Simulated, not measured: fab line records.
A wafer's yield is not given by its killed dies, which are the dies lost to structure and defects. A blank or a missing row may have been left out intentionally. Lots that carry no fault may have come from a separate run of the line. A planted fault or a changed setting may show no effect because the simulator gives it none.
fab line records    flow sky130    part 1 of 2: steps 1 to 33 of 34
record lots=7  wafers=21  last-day=48
route steps=708 shown FIELD_ISO@1 NWELL@32 PAD_OPEN@708
lots with no fault: from the same line, run without faults
start-h: hours from the record's first day to the start of the lot's first wafer shown    wait-h: hours since the lot's step before    " the same as in the row above    L1.1+2: a row that stands for several wafers    - no value present, or no start provided    * or withheld: withheld    < > ~ a bound
route shown NAME@n: NAME is a module with steps in the file, n the number in the route of the first one    usual: mean and standard deviation over wafers with no fault    same: alike in all rows    chamber/n: place in a boat    sites: readings site by site    _std_site: their standard deviation    _edge_site: mean of outer sites minus mean of inner sites    radius-mm: for every site, how far away it sits from the centre of the wafer    mask NAME#n: copy n    behind: the tool/chamber that last shaped the wafer    hold: cause of the lot's hold/its duration in hours/its outcome    device: the n, p or np transistor that did not switch    end of line: the same wafers' tests at the end of the route    step lacking rows: just its recipe    killed: dies that structure and defects cost at the first sort, which is not the same as the wafer's yield    map: a wafer's dies, marking killed ones x, the rest . and places with no die _
set.NAME: the run value of the setting; set.NAME@STEP: its run value at that earlier step    model.NAME: the simulator's own value behind a step, which no gauge read
lots seen at some steps along the route; tables by step, rows by wafer
services: a tool's chamber out of use, with start hour (start-h, from the record's first day; less than 0 if before it), hours out, and reason
## steps
# step SKY_FIELD_ISO_BOW_MEAS_00
# recipe mode=bow
# usual INCOMING_BOW=0/6.7
lot.wafer  tool           chamber  start-h  wait-h  INCOMING_BOW[um]
L133.4     film-metro-03  -        10.06    -       -5
L133.5     "              -        "        "       -2
L133.6     "              -        "        "       3
L134.1     film-metro-02  -        15.00    -       -9
L134.4     "              -        "        "       -6
L134.5     "              -        "        "       0
L135.2     film-metro-03  -        20.02    -       2
L135.3     "              -        "        "       9
L135.4     "              -        "        "       4
L136.2     film-metro-02  -        25.02    -       -11
L136.3     "              -        "        "       10
L136.6     "              -        "        "       -7
L144.4     film-metro-02  -        65.08    -       2
L144.5     "              -        "        "       5
L144.6     "              -        "        "       -6
L145.1     film-metro-03  -        70.00    -       -5
L145.3     "              -        "        "       2
L145.5     "              -        "        "       6
L146.1     film-metro-01  -        75.00    -       9
L146.2     "              -        "        "       -1
L146.5     "              -        "        "       6
# step SKY_FIELD_ISO_OXIDATION_01
# recipe temp-c=900  ambient=O2  stabilise-s=600  purge-s=300  target-thk-a=120  ox-time-s=1843
# step SKY_FIELD_ISO_THK_MEAS_02
# recipe reads=SiO2_of_FIELD_ISO_OXIDATION_01
# usual FIELD_ISO_OXIDATION_00_THK=11.93/0.23
lot.wafer  tool           chamber  start-h  wait-h  FIELD_ISO_OXIDATION_00_THK[nm]
L133.4     film-metro-02  -        11.66    0.0     11.42
L133.5     "              -        "        "       11.43
L133.6     "              -        "        "       11.66
L134.1     film-metro-01  -        17.27    0.0     11.79
L134.4     "              -        "        "       11.88
L134.5     "              -        "        "       11.87
L135.2     film-metro-02  -        21.64    0.0     11.97
L135.3     "              -        "        "       11.84
L135.4     "              -        "        "       12.22
L136.2     film-metro-01  -        26.64    0.0     11.90
L136.3     "              -        "        "       11.93
L136.6     "              -        "        "       11.73
L144.4     film-metro-03  -        68.00    0.0     11.95
L144.5     "              -        "        "       11.83
L144.6     "              -        "        "       11.85
L145.1     film-metro-03  -        72.69    0.0     12.00
L145.3     "              -        "        "       12.03
L145.5     "              -        "        "       11.94
L146.1     film-metro-02  -        79.97    0.0     12.10
L146.2     "              -        "        "       12.18
L146.5     "              -        "        "       11.92
# step SKY_FIELD_ISO_CVD_03
# recipe material=Si3N4  precursor=DCS/NH3  target-thk-nm=165  temp-c=770  time-s=2830  pressure-mtorr=250
# usual spike-tc-bottom-C=787.3/0.98
lot.wafer  tool      chamber  start-h  wait-h  spike-tc-bottom-C
L133.4     lpcvd-02  0        11.69    0.0     786.4
L133.5     "         0        "        "       787.8
L133.6     "         0        "        "       787.2
L134.1     lpcvd-02  1        33.09    15.8    787.8
L134.4     "         1        "        "       785.7
L134.5     "         1        "        "       786.5
L135.2     lpcvd-02  1        33.09    11.4    785.6
L135.3     "         1        "        "       789.1
L135.4     "         1        "        "       787.3
L136.2     lpcvd-02  1        33.09    6.4     785.9
L136.3     "         1        "        "       787.4
L136.6     "         1        "        "       788.1
L144.4     lpcvd-02  1        68.03    0.0     786.9
L144.5     "         1        "        "       786.1
L144.6     "         1        "        "       789.4
L145.1     lpcvd-02  1        72.75    0.1     787.8
L145.3     "         1        "        "       786.4
L145.5     "         1        "        "       786.3
L146.1     lpcvd-02  1        80.03    0.1     786.5
L146.2     "         1        "        "       787.3
L146.5     "         1        "        "       786.2
# step SKY_FIELD_ISO_THK_MEAS_04
# recipe reads=Si3N4_of_FIELD_ISO_CVD_03
# usual FIELD_ISO_CVD_03_THK=166.3/1.5
lot.wafer  tool           chamber  start-h  wait-h  FIELD_ISO_CVD_03_THK[nm]
L133.4     film-metro-02  -        13.51    0.0     165.0
L133.5     "              -        "        "       163.9
L133.6     "              -        "        "       163.5
L134.1     film-metro-02  -        34.87    0.0     166.2
L134.4     "              -        "        "       166.0
L134.5     "              -        "        "       166.5
L135.2     film-metro-01  -        34.88    0.0     164.2
L135.3     "              -        "        "       165.2
L135.4     "              -        "        "       164.1
L136.2     film-metro-03  -        34.88    0.0     168.5
L136.3     "              -        "        "       168.4
L136.6     "              -        "        "       169.4
L144.4     film-metro-03  -        69.85    0.0     167.4
L144.5     "              -        "        "       167.4
L144.6     "              -        "        "       168.2
L145.1     film-metro-02  -        74.53    0.0     168.0
L145.3     "              -        "        "       166.7
L145.5     "              -        "        "       167.6
L146.1     film-metro-03  -        81.82    0.0     165.4
L146.2     "              -        "        "       164.7
L146.5     "              -        "        "       165.7
# step SKY_FIELD_ISO_DEHYDRATE_05
# recipe temp-c=200  time-s=60
# step SKY_FIELD_ISO_HMDS_06
# recipe prime-time-s=60  prime-temp-c=120
# step SKY_FIELD_ISO_COAT_07
# recipe resist=BARC  temp-c=withheld  time-s=withheld  spin-rpm=3000  resist-thk-nm=60
# step SKY_FIELD_ISO_COAT_08
# recipe resist=KrF-thick  spin-rpm=3000  resist-thk-nm=450
# step SKY_FIELD_ISO_SOFTBAKE_09
# recipe temp-c=100  time-s=90  resist=KrF-thick
# step SKY_FIELD_ISO_EXPOSE_10
# recipe mask-id=FOM  na=0.68  source-shape=annular  sigma-inner=0.4  sigma-outer=0.8  target-cd-nm=150  dose-mj=27.73
# step SKY_FIELD_ISO_PEB_11
# recipe peb-temp-c=withheld  peb-time-s=withheld  resist=KrF-thick
# step SKY_FIELD_ISO_DEVELOP_12
# recipe develop-time-s=60  resist=KrF-thick  dev-temp-c=21
# step SKY_FIELD_ISO_CD_MEAS_13
# recipe target-cd-nm=150
# usual cd-nm=149.8/1.4
lot.wafer  tool       chamber  start-h  wait-h  cd-nm
L133.4     cd-sem-02  -        27.27    -       151.6
L133.5     "          -        "        "       152.0
L133.6     "          -        "        "       152.5
L134.1     cd-sem-01  -        50.46    -       148.2
L134.4     "          -        "        "       150.8
L134.5     "          -        "        "       150.4
L135.2     cd-sem-01  -        50.74    -       148.8
L135.3     "          -        "        "       149.2
L135.4     "          -        "        "       147.4
L136.2     cd-sem-02  -        51.18    -       149.3
L136.3     "          -        "        "       149.4
L136.6     "          -        "        "       147.9
L144.4     cd-sem-02  -        85.52    -       150.4
L144.5     "          -        "        "       150.9
L144.6     "          -        "        "       151.5
L145.1     cd-sem-02  -        90.91    -       148.2
L145.3     "          -        "        "       147.5
L145.5     "          -        "        "       147.1
L146.1     cd-sem-02  -        99.07    -       147.9
L146.2     "          -        "        "       149.2
L146.5     "          -        "        "       149.6
# step SKY_FIELD_ISO_ETCH_14
# recipe chemistry=N2/H2  target=BARC  ion-energy-ev=200  source-w=500  bias-w=100  pressure-mtorr=30  n2-flow-sccm=100  h2-flow-sccm=200  stop-on=SiO2  time-s=45.9  target-depth-a=600
# usual drypump-motor-current-A=5.7/0.53  n2-flow-sccm=100.0/0.31  oes-product-au=0.855/0.0046  throttle-valve-pct=13.224/0.0087
lot.wafer  tool         chamber  start-h  wait-h  drypump-motor-current-A  n2-flow-sccm  oes-product-au  rf-hours-counter-h  throttle-valve-pct
L133.4     rie-diel-04  2        27.35    0.1     5.7                      100.0         0.852           -                   13.229
L133.5     "            0        "        "       5.5                      100.1         0.852           -                   13.235
L133.6     "            3        "        "       6.6                      99.3          0.849           -                   13.219
L134.1     rie-diel-04  2        50.58    0.1     5.7                      100.1         0.856           99                  13.238
L134.4     "            3        "        "       6.6                      100.5         0.851           31                  13.218
L134.5     "            1        "        "       5.9                      99.7          0.860           -                   13.226
L135.2     rie-diel-03  0        50.84    0.1     5.4                      99.8          0.861           7                   13.221
L135.3     "            1        "        "       5.2                      100.0         0.854           123                 13.225
L135.4     "            3        "        "       5.1                      100.6         0.855           5                   13.227
L136.2     rie-diel-01  3        51.28    0.1     6.0                      99.8          0.854           142                 13.217
L136.3     "            0        "        "       6.3                      99.7          0.854           141                 13.217
L136.6     "            2        "        "       4.7                      99.8          0.856           -                   13.229
L144.4     rie-diel-01  3        85.58    0.0     6.0                      100.0         0.863           143                 13.231
L144.5     "            3        "        "       6.0                      100.1         0.849           -                   13.231
L144.6     "            2        "        "       4.8                      99.7          0.857           -                   13.229
L145.1     rie-diel-01  1        91.03    0.1     5.2                      99.8          0.852           28                  13.230
L145.3     "            2        "        "       4.7                      99.5          0.853           9                   13.219
L145.5     "            2        "        "       4.7                      99.7          0.853           -                   13.226
L146.1     rie-diel-04  2        99.19    0.1     5.6                      99.8          0.857           100                 13.214
L146.2     "            0        "        "       5.5                      99.7          0.859           105                 13.217
L146.5     "            3        "        "       6.6                      100.5         0.853           -                   13.226
# step SKY_FIELD_ISO_ETCH_15
# recipe chemistry=CHF3/O2  target-depth-nm=180  stop-on=Si  source-w=600  bias-w=200  pressure-mtorr=40  chf3-flow-sccm=50  O2_flow_sccm=5  time-s=72
# usual drypump-motor-current-A=5.7/0.53  oes-product-au=0.950/0.007  throttle-valve-pct=8.846/0.0091
lot.wafer  tool         chamber  start-h  wait-h  drypump-motor-current-A  oes-product-au  rf-hours-counter-h  throttle-valve-pct
L133.4     rie-diel-04  2        27.40    0.0     5.6                      0.946           -                   8.862
L133.5     "            0        "        "       5.5                      0.949           -                   8.833
L133.6     "            3        "        "       6.6                      0.940           -                   8.866
L134.1     rie-diel-04  2        50.62    0.0     5.6                      0.951           99                  8.853
L134.4     "            3        "        "       6.6                      0.946           31                  8.848
L134.5     "            1        "        "       6.0                      0.946           -                   8.845
L135.2     rie-diel-03  0        50.89    0.0     5.4                      0.939           7                   8.837
L135.3     "            1        "        "       5.2                      0.953           123                 8.841
L135.4     "            3        "        "       5.1                      0.939           5                   8.847
L136.2     rie-diel-01  3        51.32    0.0     5.9                      0.963           142                 8.849
L136.3     "            0        "        "       6.3                      0.958           141                 8.850
L136.6     "            2        "        "       4.7                      0.966           -                   8.853
L144.4     rie-diel-01  3        85.62    0.0     5.9                      0.955           143                 8.853
L144.5     "            3        "        "       6.0                      0.953           -                   8.840
L144.6     "            2        "        "       4.7                      0.955           -                   8.834
L145.1     rie-diel-01  1        91.07    0.0     5.2                      0.946           28                  8.847
L145.3     "            2        "        "       4.7                      0.954           9                   8.843
L145.5     "            2        "        "       4.7                      0.952           -                   8.847
L146.1     rie-diel-04  2        99.24    0.0     5.6                      0.948           100                 8.822
L146.2     "            0        "        "       5.5                      0.942           105                 8.839
L146.5     "            3        "        "       6.6                      0.948           -                   8.847
# step SKY_FIELD_ISO_STRIP_16
# recipe chemistry=O2/N2  power-w=1400  pressure-mtorr=1500  platen-temp-c=withheld  o2-flow-sccm=3000  n2-flow-sccm=300  overash-fraction=0.5
# usual drypump-motor-current-A=5.6/0.48  n2-flow-sccm=300.0/0.85  oes-product-au=0.377/0.0046  strip-time-to-endpoint-s=3.54/0.031
# same overash-fraction=0.5
lot.wafer  tool             chamber  start-h  wait-h  drypump-motor-current-A  n2-flow-sccm  oes-product-au  rf-hours-counter-h  strip-time-to-endpoint-s
L133.4     plasma-asher-02  0        27.46    0.0     5.8                      299.2         0.371           -                   3.50
L133.5     "                0        "        "       5.7                      299.7         0.389           -                   3.58
L133.6     "                1        "        "       4.9                      299.9         0.377           -                   3.54
L134.1     plasma-asher-03  1        50.68    0.0     5.5                      299.6         0.370           24                  3.48
L134.4     "                0        "        "       6.5                      298.5         0.370           -                   3.53
L134.5     "                1        "        "       5.4                      300.1         0.382           -                   3.55
L135.2     plasma-asher-01  0        50.94    0.0     5.5                      300.8         0.386           35                  3.56
L135.3     "                0        "        "       5.5                      301.4         0.378           -                   3.55
L135.4     "                1        "        "       5.9                      299.0         0.379           -                   3.56
L136.2     plasma-asher-02  0        51.38    0.0     5.7                      299.3         0.384           37                  3.54
L136.3     "                0        "        "       5.7                      300.1         0.382           -                   3.57
L136.6     "                0        "        "       5.8                      300.2         0.384           -                   3.62
L144.4     plasma-asher-02  0        85.71    0.1     5.7                      300.4         0.372           -                   3.52
L144.5     "                0        "        "       5.7                      300.4         0.374           -                   3.48
L144.6     "                1        "        "       4.9                      299.5         0.374           -                   3.54
L145.1     plasma-asher-03  1        91.13    0.0     5.5                      300.0         0.375           29                  3.54
L145.3     "                0        "        "       6.6                      300.1         0.380           -                   3.56
L145.5     "                1        "        "       5.5                      300.8         0.378           -                   3.57
L146.1     plasma-asher-02  0        99.29    0.0     5.7                      301.4         0.384           42                  3.48
L146.2     "                1        "        "       4.9                      300.4         0.374           42                  3.53
L146.5     "                1        "        "       4.9                      301.1         0.371           -                   3.50
# step SKY_FIELD_ISO_ETCH_17
# recipe target-depth-a=3420  mask-material=Si3N4  chemistry=HBr/Cl2/O2  target=Si  taper-deg=5  icp-w=600  bias-w=150  pressure-mtorr=15  HBr_flow_sccm=150  Cl2_flow_sccm=40  O2_flow_sccm=6  time-s=97.7
# usual drypump-motor-current-A=5.7/0.41  he-backside-leak-sccm=2.75/0.28  oes-product-au=1.003/0.0076  throttle-valve-pct=25.653/0.01
lot.wafer  tool       chamber  start-h  wait-h  drypump-motor-current-A  he-backside-leak-sccm  oes-product-au  rf-hours-counter-h  throttle-valve-pct
L133.4     rie-si-01  2        27.53    0.0     5.8                      2.93                   1.008           162                 25.652
L133.5     "          3        "        "       6.1                      2.59                   1.000           -                   25.654
L133.6     "          0        "        "       5.4                      2.75                   1.001           -                   25.662
L134.1     rie-si-01  3        50.78    0.1     6.1                      2.70                   1.016           70                  25.648
L134.4     "          2        "        "       5.8                      2.89                   0.992           0                   25.655
L134.5     "          3        "        "       6.1                      2.92                   1.006           -                   25.640
L135.2     rie-si-02  3        51.04    0.1     5.6                      2.62                   0.997           1                   25.653
L135.3     "          2        "        "       6.1                      2.89                   0.998           133                 25.660
L135.4     "          1        "        "       5.3                      3.02                   0.991           125                 25.663
L136.2     rie-si-01  1        51.48    0.1     5.0                      2.62                   1.014           53                  25.655
L136.3     "          0        "        "       5.4                      2.74                   1.013           10                  25.661
L136.6     "          2        "        "       5.8                      2.88                   0.998           -                   25.666
L144.4     rie-si-02  0        85.78    0.0     6.2                      2.61                   1.002           146                 25.653
L144.5     "          3        "        "       5.6                      2.63                   0.997           -                   25.659
L144.6     "          0        "        "       6.2                      2.67                   1.002           -                   25.653
L145.1     rie-si-01  3        91.23    0.1     6.1                      2.58                   1.008           70                  25.662
L145.3     "          1        "        "       5.0                      2.74                   1.002           54                  25.642
L145.5     "          2        "        "       5.8                      2.71                   0.998           -                   25.661
L146.1     rie-si-02  3        99.39    0.1     5.6                      2.22                   1.002           1                   25.652
L146.2     "          2        "        "       6.1                      2.79                   1.022           134                 25.650
L146.5     "          1        "        "       5.3                      2.81                   0.993           -                   25.675
# step SKY_FIELD_ISO_WET_ETCH_18
# recipe chemistry=H3PO4  target-depth-nm=25  temp-c=160  target=Si3N4  time-s=286
# step SKY_FIELD_ISO_CLEAN_19
# recipe chemistry=SC1/SC2  mix=1:4:20  temp-c=70  time-s=150
# step SKY_FIELD_ISO_CLEAN_20
# recipe chemistry=dHF  time-s=20  dilution=100:1
# step SKY_FIELD_ISO_WET_ETCH_21
# recipe chemistry=dHF  dilution=100:1  target-depth-nm=20  dry=ipa-marangoni  target=SiO2  temp-c=25  time-s=411.6
# step SKY_FIELD_ISO_OXIDATION_22
# recipe temp-c=950  ambient=O2  stabilise-s=600  purge-s=300  target-thk-a=100  ox-time-s=623
# step SKY_FIELD_ISO_THK_MEAS_23
# recipe reads=SiO2_of_FIELD_ISO_OXIDATION_22
# usual FIELD_ISO_OXIDATION_01_THK=9.94/0.16
lot.wafer  tool           chamber  start-h  wait-h  FIELD_ISO_OXIDATION_01_THK[nm]
L133.4     film-metro-02  -        29.09    0.0     9.82
L133.5     "              -        "        "       9.85
L133.6     "              -        "        "       9.70
L134.1     film-metro-01  -        52.53    0.0     9.86
L134.4     "              -        "        "       9.80
L134.5     "              -        "        "       9.92
L135.2     film-metro-03  -        53.71    0.0     10.18
L135.3     "              -        "        "       9.98
L135.4     "              -        "        "       10.08
L136.2     film-metro-01  -        53.71    0.0     9.96
L136.3     "              -        "        "       10.08
L136.6     "              -        "        "       10.22
L144.4     film-metro-01  -        87.41    0.0     10.12
L144.5     "              -        "        "       9.82
L144.6     "              -        "        "       9.98
L145.1     film-metro-02  -        94.29    0.0     9.75
L145.3     "              -        "        "       9.85
L145.5     "              -        "        "       9.67
L146.1     film-metro-02  -        101.27   0.0     9.85
L146.2     "              -        "        "       9.93
L146.5     "              -        "        "       9.82
# step SKY_FIELD_ISO_CVD_24
# recipe material=SiO2  target-thk-nm=595  temp-c=650  sigma-open-frac=0.3  time-s=99.2  sih4-flow-sccm=60  pressure-mtorr=6
# step SKY_FIELD_ISO_THK_MEAS_25
# recipe reads=SiO2_of_FIELD_ISO_CVD_24
# usual FIELD_ISO_CVD_24_THK=596/6.2
lot.wafer  tool           chamber  start-h  wait-h  FIELD_ISO_CVD_24_THK[nm]
L133.4     film-metro-01  -        29.26    0.1     599
L133.5     "              -        "        "       600
L133.6     "              -        "        "       593
L134.1     film-metro-02  -        52.70    0.1     605
L134.4     "              -        "        "       597
L134.5     "              -        "        "       597
L136.2     film-metro-01  -        53.84    0.0     599
L136.3     "              -        "        "       597
L136.6     "              -        "        "       592
L135.2     film-metro-03  -        53.88    0.1     597
L135.3     "              -        "        "       601
L135.4     "              -        "        "       593
L144.4     film-metro-02  -        87.55    0.0     589
L144.5     "              -        "        "       583
L144.6     "              -        "        "       588
L145.1     film-metro-01  -        94.42    0.0     600
L145.3     "              -        "        "       597
L145.5     "              -        "        "       595
L146.1     film-metro-03  -        101.40   0.0     594
L146.2     "              -        "        "       586
L146.5     "              -        "        "       584
# step SKY_FIELD_ISO_ANNEAL_26
# recipe temp-c=1000  time-s=1800  ambient=N2
# step SKY_FIELD_ISO_CMP_27
# recipe stop-on=Si3N4  t-overpolish-s=16  down-force-psi=4  platen-rpm=60  target-thk-nm=457.8  pad-velocity-m-s=0.94248
# usual motor-current-A=11.7/1.1  overpolish-run-s=16.001/0.0087  slurry-filter-dp-kPa=13.50/0.14  time-to-endpoint-s=111/3.5
# same t-overpolish-s=16
lot.wafer  tool    chamber  start-h  wait-h  motor-current-A  overpolish-run-s  slurry-filter-dp-kPa  time-to-endpoint-s
L133.4     cmp-01  2        32.11    0.1     11.2             16.002            13.34                 111
L133.5     "       1        "        "       11.4             16.010            13.64                 109
L133.6     "       2        "        "       11.4             15.999            13.41                 110
L134.1     cmp-01  3        54.35    0.0     10.0             15.990            13.35                 110
L134.4     "       1        "        "       11.3             16.000            13.53                 112
L134.5     "       0        "        "       14.3             15.996            13.42                 112
L136.3     cmp-02  2        55.44    0.1     11.6             15.998            13.40                 112
L136.2     "       3        "        "       11.8             15.997            13.47                 114
L136.6     "       1        "        "       12.9             15.988            13.43                 110
L135.2     cmp-01  0        55.85    0.0     13.9             15.999            13.29                 111
L135.3     "       1        "        "       11.7             15.996            13.61                 115
L135.4     "       3        "        "       10.0             15.997            13.35                 110
L144.4     cmp-02  1        89.23    0.1     12.9             15.992            13.82                 116
L144.6     "       2        "        "       12.0             15.997            13.52                 109
L144.5     "       3        "        "       12.3             16.005            13.29                 115
L145.3     cmp-01  3        98.31    0.1     10.2             16.003            13.63                 106
L145.1     "       0        "        "       13.6             15.994            13.68                 111
L145.5     "       3        "        "       10.6             15.997            13.42                 108
L146.2     cmp-02  3        103.01   0.1     11.9             16.009            13.36                 111
L146.1     "       0        "        "       10.7             16.001            13.66                 111
L146.5     "       2        "        "       12.1             15.997            13.82                 108
# step SKY_FIELD_ISO_WET_ETCH_28
# recipe chemistry=dHF  target-depth-nm=23.7  target=SiO2  dilution=10:1  temp-c=25  time-s=47
# step SKY_FIELD_ISO_WET_ETCH_29
# recipe chemistry=H3PO4  target-depth-nm=160  target=Si3N4  temp-c=160  time-s=1825
# step SKY_FIELD_ISO_WET_ETCH_30
# recipe chemistry=dHF  target-depth-nm=25  target=SiO2  dilution=10:1  temp-c=25  time-s=50
# step SKY_NWELL_CLEAN_00
# recipe chemistry=SC1/SC2  mix=1:4:20  temp-c=70  time-s=150  dry=n2-spin
# step SKY_NWELL_OXIDATION_01
# recipe temp-c=900  ambient=O2  stabilise-s=600  purge-s=300  target-thk-a=100  ox-time-s=1418
